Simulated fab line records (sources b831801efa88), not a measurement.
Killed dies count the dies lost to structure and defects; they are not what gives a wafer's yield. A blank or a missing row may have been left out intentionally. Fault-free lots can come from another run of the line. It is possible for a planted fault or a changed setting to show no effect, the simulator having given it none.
fab line records -- flow gf180mcu
[record] lots = 7, wafers = 21, lastDay = 33
route steps=602 shown V5@566 TOP_METAL@567
lots untouched by any fault: they come from a run of this same line in which no faults occurred
startH: the number of hours between the record's first day and the start of the first shown wafer of the lot -- waitH: hours since the lot's step before -- " as in the row above -- L1.1+2: a single row standing in for several wafers -- - either no value or no given start -- * or withheld: withheld -- < > ~ a bound
route shown NAME@n: NAME is a module with steps in the file, n the number in the route of the first one -- usual: mean and standard deviation over wafers with no fault -- same: alike in all rows -- chamber/n: place in a boat -- sites: the reading at each site -- _std_site: standard deviation across them -- _edge_site: the outer-site mean with the inner-site mean subtracted -- radiusMm: for every site, how far away it sits from the centre of the wafer -- mask NAME#n: copy n -- behind: the last tool/chamber to shape the wafer -- hold: why the lot was held/for how many hours/how that ended -- device: names the non-switching transistor (n, p or np) -- end of line: the same wafers' tests at the end of the route -- a step with no rows: only its recipe -- killed: dies lost to structure and defects at the first sort, not the wafer's yield -- map: shows each die of a wafer: x if killed, . if not, _ if none is there
set.NAME: the setting that was run; set.NAME@STEP: the one run at that earlier step -- model.NAME: the simulator's own value behind a step, which no gauge read
a table for each step, a row for each wafer; lots at some steps of the route
services: when a tool's chamber went out of use (startH, in hours from the record's first day, below 0 if earlier), for how many hours, and the reason
[[steps]]
[step GF_V5_CMP_26]
[recipe] stopOn = SiO2, downForcePsi = 3.5, platenRpm = 60, tOverpolishS = 15, targetThkNm = 0, padVelocityMS = 0.94248
[usual] motorCurrentA = 10.8/1, overpolishRunS = 15.000/0.0092, retainingRingPressureFrac = 1.000/0.0054, timeToEndpointS = 83/4.9
lot.wafer,tool,chamber,startH,waitH,motorCurrentA,overpolishRunS,retainingRingPressureFrac,timeToEndpointS
L728.1,cmp-01,3,657.11,0.1,12.0,15.000,0.986,81
L728.2,cmp-01,0,657.11,0.1,10.6,15.011,1.007,80
L728.3,cmp-01,1,657.11,0.1,9.9,15.002,1.000,77
L739.3,cmp-02,1,727.51,0.0,11.1,15.012,0.997,80
L739.2,cmp-02,2,727.51,0.0,11.2,14.992,1.005,81
L739.6,cmp-02,2,727.51,0.0,10.9,15.002,1.001,85
L740.3,cmp-01,0,742.56,0.0,10.4,14.987,0.999,89
L740.2,cmp-01,1,742.56,0.0,10.2,14.999,1.001,83
L740.6,cmp-01,0,742.56,0.0,10.3,14.999,0.998,91
L741.3,cmp-01,2,745.62,0.1,12.3,14.996,0.994,94
L741.1,cmp-01,0,745.62,0.1,11.1,15.005,1.002,89
L741.5,cmp-01,1,745.62,0.1,9.8,15.002,1.008,85
L742.3,cmp-02,1,749.67,0.3,10.7,14.984,0.995,88
L742.2,cmp-02,2,749.67,0.3,11.0,14.988,0.991,90
L742.4,cmp-02,0,749.67,0.3,9.4,15.006,1.009,89
L744.1,cmp-02,2,766.92,0.1,11.1,15.014,1.010,87
L744.3,cmp-02,3,766.92,0.1,10.2,14.991,0.999,79
L744.5,cmp-02,1,766.92,0.1,11.0,14.992,1.007,84
L745.2,cmp-02,0,769.06,0.0,9.4,15.001,1.002,81
L745.5,cmp-02,0,769.06,0.0,9.6,15.012,1.002,82
L745.6,cmp-02,1,769.06,0.0,11.4,14.991,1.008,79
[step GF_TOP_METAL_SPUTTER_00]
[recipe] material = Ti, targetThkNm = 37.5, arrivingIonEnergyEv = 80, substrateTempC = 200, chamberPressurePa = 2, powerW = 4000, timeS = 150
[usual] cathodeDcPowerW = 4000.0/0.69, throttleValvePct = 29.7/1
[same] timeS = 150
lot.wafer,tool,chamber,startH,waitH,cathodeDcPowerW,throttleValvePct
L728.1,pvdSputter-01,-,657.41,0.2,4000.7,28.4
L728.2,pvdSputter-01,-,657.41,0.2,3999.7,30.8
L728.3,pvdSputter-01,-,657.41,0.2,3999.7,29.7
L739.2,pvdSputter-01,-,727.81,0.2,4000.6,30.3
L739.3,pvdSputter-01,-,727.81,0.2,4000.1,28.3
L739.6,pvdSputter-01,-,727.81,0.2,3999.2,30.5
L740.2,pvdSputter-04,-,742.86,0.2,4001.1,29.4
L740.3,pvdSputter-04,-,742.86,0.2,4000.8,31.0
L740.6,pvdSputter-04,-,742.86,0.2,4000.6,29.4
L741.1,pvdSputter-03,-,745.87,0.1,4000.8,30.2
L741.3,pvdSputter-03,-,745.87,0.1,3999.4,30.7
L741.5,pvdSputter-03,-,745.87,0.1,4000.7,30.7
L742.2,pvdSputter-03,-,749.97,0.2,3999.7,30.8
L742.3,pvdSputter-03,-,749.97,0.2,4000.0,28.9
L742.4,pvdSputter-03,-,749.97,0.2,4000.6,28.9
L744.1,pvdSputter-01,-,767.12,0.1,4000.5,30.3
L744.3,pvdSputter-01,-,767.12,0.1,4001.2,30.9
L744.5,pvdSputter-01,-,767.12,0.1,3999.9,30.7
L745.2,pvdSputter-01,-,769.36,0.2,4000.1,30.9
L745.5,pvdSputter-01,-,769.36,0.2,4000.8,31.0
L745.6,pvdSputter-01,-,769.36,0.2,4000.2,29.7
[step GF_TOP_METAL_SPUTTER_01]
[recipe] material = TiN, targetThkNm = 30, powerW = 6500, timeS = 25, chamberPressurePa = 0.4
[usual] cathodeDcPowerW = 6500.0/1.2, throttleValvePct = 29.7/1
[same] timeS = 25
lot.wafer,tool,chamber,startH,waitH,cathodeDcPowerW,throttleValvePct
L728.1,pvdSputter-01,-,657.51,0.1,6501.6,28.6
L728.2,pvdSputter-01,-,657.51,0.1,6502.3,30.9
L728.3,pvdSputter-01,-,657.51,0.1,6500.6,29.5
L739.2,pvdSputter-01,-,727.91,0.1,6499.0,30.3
L739.3,pvdSputter-01,-,727.91,0.1,6501.5,28.5
L739.6,pvdSputter-01,-,727.91,0.1,6499.3,30.2
L740.2,pvdSputter-04,-,742.96,0.1,6497.5,29.6
L740.3,pvdSputter-04,-,742.96,0.1,6499.3,31.0
L740.6,pvdSputter-04,-,742.96,0.1,6501.8,29.1
L741.1,pvdSputter-03,-,745.97,0.1,6500.3,30.3
L741.3,pvdSputter-03,-,745.97,0.1,6499.1,30.7
L741.5,pvdSputter-03,-,745.97,0.1,6498.3,30.6
L742.2,pvdSputter-03,-,750.07,0.1,6501.8,30.7
L742.3,pvdSputter-03,-,750.07,0.1,6499.8,28.8
L742.4,pvdSputter-03,-,750.07,0.1,6498.5,28.7
L744.1,pvdSputter-01,-,767.22,0.1,6500.6,30.3
L744.3,pvdSputter-01,-,767.22,0.1,6500.0,31.1
L744.5,pvdSputter-01,-,767.22,0.1,6500.1,30.7
L745.2,pvdSputter-01,-,769.46,0.1,6498.8,31.1
L745.5,pvdSputter-01,-,769.46,0.1,6497.4,30.8
L745.6,pvdSputter-01,-,769.46,0.1,6501.5,29.8
[step GF_TOP_METAL_SPUTTER_02]
[recipe] material = AlCu, targetThkNm = 900, powerW = 10600, chamberPressurePa = 0.3, substrateTempC = 250, gas = Ar, timeS = 47.82
[step GF_TOP_METAL_SPUTTER_03]
[recipe] material = Ti, targetThkNm = 5, substrateTempC = 300, chamberPressurePa = 0.3, powerW = 3000, timeS = 3.3
[usual] cathodeDcPowerW = 3000.0/0.59, throttleValvePct = 29.7/1
[same] timeS = 3.3
lot.wafer,tool,chamber,startH,waitH,cathodeDcPowerW,throttleValvePct
L728.1,pvdSputter-01,-,657.59,0.0,2999.8,28.1
L728.2,pvdSputter-01,-,657.59,0.0,2999.0,31.0
L728.3,pvdSputter-01,-,657.59,0.0,2999.9,29.4
L739.2,pvdSputter-01,-,727.98,0.0,2999.3,30.4
L739.3,pvdSputter-01,-,727.98,0.0,3000.0,28.3
L739.6,pvdSputter-01,-,727.98,0.0,3000.5,30.1
L740.2,pvdSputter-04,-,743.04,0.0,3000.0,29.3
L740.3,pvdSputter-04,-,743.04,0.0,3000.9,30.9
L740.6,pvdSputter-04,-,743.04,0.0,2999.5,29.2
L741.1,pvdSputter-03,-,746.05,0.0,3001.0,30.3
L741.3,pvdSputter-03,-,746.05,0.0,3000.2,30.7
L741.5,pvdSputter-03,-,746.05,0.0,3000.5,30.6
L742.2,pvdSputter-03,-,750.14,0.0,2999.0,30.7
L742.3,pvdSputter-03,-,750.14,0.0,2999.7,28.9
L742.4,pvdSputter-03,-,750.14,0.0,3000.7,28.9
L744.1,pvdSputter-01,-,767.29,0.0,2999.8,30.3
L744.3,pvdSputter-01,-,767.29,0.0,2999.4,30.9
L744.5,pvdSputter-01,-,767.29,0.0,3000.4,31.1
L745.2,pvdSputter-01,-,769.53,0.0,3001.0,31.1
L745.5,pvdSputter-01,-,769.53,0.0,3000.7,30.7
L745.6,pvdSputter-01,-,769.53,0.0,2999.7,29.8
[step GF_TOP_METAL_SPUTTER_04]
[recipe] material = TiN, targetThkNm = 25, powerW = 6500, timeS = 20.8, chamberPressurePa = 0.4
[usual] cathodeDcPowerW = 6500.0/1.1, throttleValvePct = 29.7/1
[same] timeS = 20.8
lot.wafer,tool,chamber,startH,waitH,cathodeDcPowerW,throttleValvePct
L728.1,pvdSputter-01,-,657.60,0.0,6498.5,28.1
L728.2,pvdSputter-01,-,657.60,0.0,6500.3,30.8
L728.3,pvdSputter-01,-,657.60,0.0,6502.0,29.6
L739.2,pvdSputter-01,-,728.00,0.0,6500.2,30.2
L739.3,pvdSputter-01,-,728.00,0.0,6500.4,28.3
L739.6,pvdSputter-01,-,728.00,0.0,6498.7,30.2
L740.2,pvdSputter-04,-,743.05,0.0,6497.7,29.1
L740.3,pvdSputter-04,-,743.05,0.0,6497.9,30.8
L740.6,pvdSputter-04,-,743.05,0.0,6499.0,29.3
L741.1,pvdSputter-03,-,746.07,0.0,6500.2,30.4
L741.3,pvdSputter-03,-,746.07,0.0,6500.9,30.6
L741.5,pvdSputter-03,-,746.07,0.0,6501.2,30.9
L742.2,pvdSputter-03,-,750.16,0.0,6498.7,30.6
L742.3,pvdSputter-03,-,750.16,0.0,6499.6,28.7
L742.4,pvdSputter-03,-,750.16,0.0,6501.2,28.8
L744.1,pvdSputter-01,-,767.31,0.0,6500.6,30.4
L744.3,pvdSputter-01,-,767.31,0.0,6500.7,31.1
L744.5,pvdSputter-01,-,767.31,0.0,6500.0,31.1
L745.2,pvdSputter-01,-,769.55,0.0,6500.1,30.9
L745.5,pvdSputter-01,-,769.55,0.0,6499.5,30.9
L745.6,pvdSputter-01,-,769.55,0.0,6501.4,29.5
[step GF_TOP_METAL_RS_MEAS_05]
[recipe] thkMeasGauge = four-point-probe, reads = TiN_of_TOP_METAL_SPUTTER_04+Ti_of_TOP_METAL_SPUTTER_03+AlCu_of_TOP_METAL_SPUTTER_02+TiN_of_TOP_METAL_SPUTTER_01+Ti_of_TOP_METAL_SPUTTER_00
[usual] TOP_METAL_ALCU_RS = 0.0329/0.00041
lot.wafer,tool,chamber,startH,waitH,TOP_METAL_ALCU_RS[ohm/sq]
L728.1,filmMetro-03,-,657.63,0.0,0.0336
L728.2,filmMetro-03,-,657.63,0.0,0.0334
L728.3,filmMetro-03,-,657.63,0.0,0.0332
L739.2,filmMetro-03,-,728.05,0.0,0.0331
L739.3,filmMetro-03,-,728.05,0.0,0.0333
L739.6,filmMetro-03,-,728.05,0.0,0.0331
L740.2,filmMetro-03,-,743.10,0.0,0.0328
L740.3,filmMetro-03,-,743.10,0.0,0.0333
L740.6,filmMetro-03,-,743.10,0.0,0.0334
L741.1,filmMetro-03,-,746.09,0.0,0.0326
L741.3,filmMetro-03,-,746.09,0.0,0.0328
L741.5,filmMetro-03,-,746.09,0.0,0.0328
L742.2,filmMetro-04,-,750.21,0.0,0.0325
L742.3,filmMetro-04,-,750.21,0.0,0.0324
L742.4,filmMetro-04,-,750.21,0.0,0.0324
L744.1,filmMetro-03,-,767.34,0.0,0.0336
L744.3,filmMetro-03,-,767.34,0.0,0.0333
L744.5,filmMetro-03,-,767.34,0.0,0.0334
L745.2,filmMetro-01,-,769.60,0.0,0.0329
L745.5,filmMetro-01,-,769.60,0.0,0.0329
L745.6,filmMetro-01,-,769.60,0.0,0.0330
[step GF_TOP_METAL_THK_MEAS_06]
[recipe] thkMeasGauge = xrf, reads = AlCu_of_TOP_METAL_SPUTTER_02
[usual] TOP_METAL_ALCU_THK = 889/12
lot.wafer,tool,chamber,startH,waitH,TOP_METAL_ALCU_THK[nm]
L728.1,filmMetro-03,-,657.75,0.1,872
L728.2,filmMetro-03,-,657.75,0.1,872
L728.3,filmMetro-03,-,657.75,0.1,881
L739.2,filmMetro-03,-,728.16,0.1,884
L739.3,filmMetro-03,-,728.16,0.1,880
L739.6,filmMetro-03,-,728.16,0.1,886
L740.2,filmMetro-03,-,743.21,0.1,887
L740.3,filmMetro-03,-,743.21,0.1,882
L740.6,filmMetro-03,-,743.21,0.1,875
L741.1,filmMetro-03,-,746.21,0.1,901
L741.3,filmMetro-03,-,746.21,0.1,893
L741.5,filmMetro-03,-,746.21,0.1,892
L742.2,filmMetro-04,-,750.32,0.1,902
L742.3,filmMetro-04,-,750.32,0.1,903
L742.4,filmMetro-04,-,750.32,0.1,906
L744.1,filmMetro-03,-,767.46,0.1,874
L744.3,filmMetro-03,-,767.46,0.1,876
L744.5,filmMetro-03,-,767.46,0.1,878
L745.2,filmMetro-01,-,769.71,0.1,882
L745.5,filmMetro-01,-,769.71,0.1,882
L745.6,filmMetro-01,-,769.71,0.1,878
[step GF_TOP_METAL_DEHYDRATE_07]
[recipe] tempC = 200, timeS = 60
[step GF_TOP_METAL_HMDS_08]
[recipe] primeTimeS = 60, primeTempC = 120
[step GF_TOP_METAL_COAT_09]
[recipe] resist = NOVOLAK, spinRpm = 3000, resistThkNm = 1500
[step GF_TOP_METAL_SOFTBAKE_10]
[recipe] tempC = 90, timeS = 60, resist = NOVOLAK
[step GF_TOP_METAL_EXPOSE_11]
[recipe] maskId = MetalTop, targetCdNm = 440, na = 0.6, sourceShape = conventional, sigmaOuter = 0.6, doseMj = 170
[usual] exposureDoseMJCm2 = 169.89/0.19, focusOffsetNm = 0.1/0.57
lot.wafer,tool,chamber,startH,waitH,mask,exposureDoseMJCm2,focusOffsetNm
L728.1,ilineStepper-02,0,667.34,-,MetalTop#0,170.24,0.9
L728.2,ilineStepper-02,0,667.34,-,MetalTop#0,170.19,0.1
L728.3,ilineStepper-02,0,667.34,-,MetalTop#0,170.56,-0.1
L739.2,ilineStepper-01,0,736.46,-,MetalTop#0,169.98,0.4
L739.3,ilineStepper-01,0,736.46,-,MetalTop#0,170.08,-0.7
L739.6,ilineStepper-01,0,736.46,-,MetalTop#0,170.07,0.4
L740.2,ilineStepper-01,-,751.16,-,MetalTop#0,-,-
L740.3,ilineStepper-01,-,751.16,-,MetalTop#0,-,-
L740.6,ilineStepper-01,-,751.16,-,MetalTop#0,-,-
L741.1,ilineStepper-02,-,754.46,-,MetalTop#0,-,-
L741.3,ilineStepper-02,-,754.46,-,MetalTop#0,-,-
L741.5,ilineStepper-02,-,754.46,-,MetalTop#0,-,-
L742.2,ilineStepper-02,-,757.97,-,MetalTop#0,-,-
L742.3,ilineStepper-02,-,757.97,-,MetalTop#0,-,-
L742.4,ilineStepper-02,-,757.97,-,MetalTop#0,-,-
L744.1,ilineStepper-01,0,775.16,-,MetalTop#0,169.86,-0.5
L744.3,ilineStepper-01,0,775.16,-,MetalTop#0,169.95,-0.5
L744.5,ilineStepper-01,0,775.16,-,MetalTop#0,169.94,0.4
L745.2,ilineStepper-02,0,777.18,-,MetalTop#0,169.67,-0.2
L745.5,ilineStepper-02,0,777.18,-,MetalTop#0,169.90,-0.4
L745.6,ilineStepper-02,0,777.18,-,MetalTop#0,169.94,-0.4
[step GF_TOP_METAL_PEB_12]
[recipe] tempC = withheld, timeS = *, resist = NOVOLAK
[[services]]
tool,chamber,startH,hours,kind
cmp-01,-,661.62,0.8,repair
pvdSputter-03,-,678.57,12.1,repair
cmp-02,-,680.88,3.6,repair
cmp-02,-,689.89,6.5,repair
ilineStepper-02,0,690.16,-,calibration
ilineStepper-01,0,694.24,-,calibration
pvdSputter-04,-,704.90,4.4,repair
ilineStepper-01,-,707.30,7.2,repair
ilineStepper-02,-,712.33,0.5,repair
pvdSputter-04,-,721.27,3.7,repair
ilineStepper-02,-,729.90,2.1,pm
ilineStepper-02,-,731.99,-,consumableReplace:lamp
ilineStepper-01,-,737.35,2.4,repair
ilineStepper-01,-,741.99,1.9,repair
cmp-02,-,744.21,4.0,pm
cmp-01,-,748.21,3.2,pm
cmp-02,-,748.21,-,consumableReplace:conditioner
cmp-02,-,748.21,-,consumableReplace:pad
cmp-01,-,751.30,0.6,repair
pvdSputter-03,-,752.53,2.1,repair
cmp-01,-,757.87,4.0,repair
ilineStepper-01,-,761.41,1.7,pm
[[key]]
[firstSign] step = GF_TOP_METAL_EXPOSE_11, reading = toolRecord, direction = missing
effect none on later readings
metAt GF_TOP_METAL_EXPOSE_11
struckWafers L740.2,L740.3,L740.6,L741.1,L741.3,L741.5,L742.2,L742.3,L742.4
laterRowsLeftOut L740.2,L740.3,L740.6,L741.1,L741.3,L741.5,L742.2,L742.3,L742.4
sortLeftOut L740.2,L740.3,L740.6,L741.1,L741.3,L741.5,L742.2,L742.3,L742.4
onsetBetween 736.46 751.16
[fault] kind = skippedStepWhole, tool = ilineStepper-01,ilineStepper-02, chamber = -, onsetH = 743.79, steps = GF_TOP_METAL_EXPOSE_11, scope = struckLotsOnly
// sortLeftOut: the simulated sort isn't trusted on such a fault, so these wafers' sort isn't shown, and their yield isn't known
// laterRowsLeftOut: the simulator's readings of these wafers behind a module that went badly wrong aren't trusted and aren't shown, but for the sort
